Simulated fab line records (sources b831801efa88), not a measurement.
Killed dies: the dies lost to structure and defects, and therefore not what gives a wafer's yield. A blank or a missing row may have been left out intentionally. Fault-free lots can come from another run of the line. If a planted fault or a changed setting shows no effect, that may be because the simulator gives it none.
8D (eight disciplines) problem report, filled in by code	flow gf180mcu	the parts of the form that need people (team, actions taken, sign-off) are left out

1. THE PROBLEM
LVPWELL_TW at GF_LVPWELL_TW_MEAS_11 reads a mean of 30 on 3 wafers of 1 lot; wafers without a fault read 559 with a standard deviation of 3.1. That is -99 or more standard deviations from the usual mean.
Seen first at day 7 09:11 on film-metro-01, wafer L332.2. Wafers with a number at this step in the record: 39, from 13 lots. The rule behind "out" and "out of limits": a value lying over 4 standard deviations away from the usual mean. The rest of the wafers with a number are treated as sound.

2. WHAT IT IS, WHAT IT ISN'T
question	is	is not
which readings at this step	LVPWELL_TW	-
which lots	L332	L318, L319, L320, L321, L322, L324, L325, L327, L333, L337, L340, L341
which wafers of those lots	all that have a number	-
read on which gauges	film-metro-01	film-metro-02, film-metro-03
when	from day 7 09:11	up to then (24 sound wafers); but 12 sound wafers of L333, L337, L340, L341 came after

3. WHAT RULES OUT EACH SUSPECT
Counting: any tool at a process step up to the reading is kept as a suspect provided that every lot that is out went through it and no sound lot did after the first of them.
- the gauge at GF_LVPWELL_TW_MEAS_11: ruled out. All the wafers that are out were read on film-metro-01, but those of them that GF_NWELL_STRIP_10 has rows for are out there too, on other tools.
- plasma-asher-02 at GF_NWELL_STRIP_10 (strips in O2/N2): kept. It ran the lot that is out, L332 (day 6 17:05), and no sound lot after that. On those wafers its own readings are out: oes-product-au.
- plasma-asher-01 at GF_LVPWELL_STRIP_10 (strips in O2/N2): ruled out as a lasting fault. Sound lots L337, L341 ran on it after its first lot that is out, L332 (day 7 09:04).
After counting, what remains is plasma-asher-02 at GF_NWELL_STRIP_10.

4. THE CAUSE (what the simulator had put in)
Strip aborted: plasma-asher-02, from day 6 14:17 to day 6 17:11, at GF_NWELL_STRIP_10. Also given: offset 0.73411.
Only this tool survived the counting.

5. SEQUENCE OF EFFECTS, ordered by route
Each row: a reading where the mean over the struck wafers with a number is more than 3 standard deviations away from the usual. Scope: only readings with a usual standard deviation given in the record; hours: median across lots of the time from each lot's start at the first step in this table that gives one to its start at this step; sigmas: change in usual standard deviations.
hours	step	reading	usual	on struck wafers	change	sigmas
0	GF_NWELL_STRIP_10	oes-product-au	0.722 a.u.	0.934	+0.212	+45
16	GF_LVPWELL_STRIP_10	strip-time-to-endpoint-s	37.01 s	58.98	+21.97	+99 or more
16	GF_LVPWELL_TW_MEAS_11	LVPWELL_TW	559	30	-529	-99 or more
Process steps it contains:
- GF_NWELL_STRIP_10: strips in O2/N2.
- GF_LVPWELL_STRIP_10: strips in O2/N2.
Readings that are blank on the struck wafers while sound wafers have them: strip-time-to-endpoint-s at GF_NWELL_STRIP_10.
Later measuring or inspecting steps at which every struck wafer that the step has a row for has a number for every such reading, and none has moved that far: GF_POLY_GATE_THK_MEAS_17, GF_HV_LDD_OVL_MEAS_08.

6. HOW IT WOULD HAVE BEEN CAUGHT EARLIER
In this record the first reading out of limits at a measuring or inspecting step was taken at day 7 09:11, 19 hours after the fault began at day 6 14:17.
Tool's own readings at GF_NWELL_STRIP_10, oes-product-au: out on all struck wafers the step has rows for; an alarm limit on them would have tripped on the first.
By day 7 09:11 the whole set of lots that are out, 1 in number, had already begun GF_NWELL_STRIP_10 on plasma-asher-02. Holding the tool at that point would not have protected any of them.
